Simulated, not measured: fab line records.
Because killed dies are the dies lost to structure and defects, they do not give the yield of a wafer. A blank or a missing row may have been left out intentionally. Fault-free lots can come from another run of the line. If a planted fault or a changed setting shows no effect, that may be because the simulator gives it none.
Which tool was responsible? -- flow gf180mcu -- Sampling: 6 lots, 18 wafers, 4 of 602 route steps

WHAT EACH GAUGE READ, for each wafer
GF_CONTACT_CD_MEAS_14: target cd 220 nm.
lot,measured,on,cd nm (nm)
L680,day 19 23:49,cd sem-02,193.3 192.9 194.2
L684,day 21 09:25,cd sem-02,221.0 221.4 220.4
L686,day 21 23:37,cd sem-02,220.1 220.6 220.7
L688,day 22 16:29,cd sem-01,215.4 217.0 216.8
L690,day 23 09:55,cd sem-02,220.7 221.4 220.8
L692,day 23 21:50,cd sem-02,220.2 218.6 219.5

WHICH TOOL RAN EACH LOT (tool, then ch and the chambers of the sampled wafers, then the start)
lot,GF_SALICIDE_RTA_06,GF_CONTACT_CMP_04,GF_CONTACT_EXPOSE_11
L680,"rtp anneal-01 ch 0, day 18 22:27","cmp-02 ch 0,3, day 18 23:09","krf scanner-02 ch 0, day 19 12:17"
L684,"rtp anneal-02 ch 0, day 20 08:18","cmp-01 ch 1,2,3, day 20 08:58","krf scanner-01 ch 0, day 20 21:28"
L686,"rtp anneal-02 ch 0, day 20 23:46","cmp-01 ch 0,2,3, day 21 00:24","krf scanner-02 ch 0, day 21 12:49"
L688,"rtp anneal-02 ch 0, day 21 16:05","cmp-02 ch 0,3, day 21 16:35","krf scanner-02 ch 0, day 22 04:54"
L690,"rtp anneal-01 ch 0, day 22 09:52","cmp-02 ch 0,2,3, day 22 10:23","krf scanner-01 ch 0, day 22 22:36"
L692,"rtp anneal-02 ch 0, day 22 22:29","cmp-01 ch 0,1,2, day 22 23:01","krf scanner-02 ch 0, day 23 10:59"
- GF_SALICIDE_RTA_06: time 30 s.
- GF_CONTACT_CMP_04: polishes SiO2.
- GF_CONTACT_EXPOSE_11: exposes mask Contact, target cd 220 nm.

THE ANSWER, worked out from the rows above alone
Rule: usual is defined by the lots themselves. The widest of any qualifying gaps counts: lots, ordered by their means at a reading, are off when they make up no more than a third of the lots, leave a main group of 4 or more, and stand apart from it by 3 or more times the standard deviation of that group's means. A main group is skipped when, at the precision printed for the reading in the tables above, its means are all equal. A lot without any number at a reading at which 4 lots or more have one is off too. All remaining lots with rows at the step are treated as sound.
Off, at GF_CONTACT_CD_MEAS_14 on cd nm: L680. Mean 219.6 nm and standard deviation 1.7 in the main group.
If a tool, at a process step before that reading, ran all the lots that are off and no sound lot after the first of them, it fits. Gauges at GF_CONTACT_CD_MEAS_14: tried the same way as those tools. No candidate that was tried fits.

WHAT THE SIMULATOR HAD INSERTED
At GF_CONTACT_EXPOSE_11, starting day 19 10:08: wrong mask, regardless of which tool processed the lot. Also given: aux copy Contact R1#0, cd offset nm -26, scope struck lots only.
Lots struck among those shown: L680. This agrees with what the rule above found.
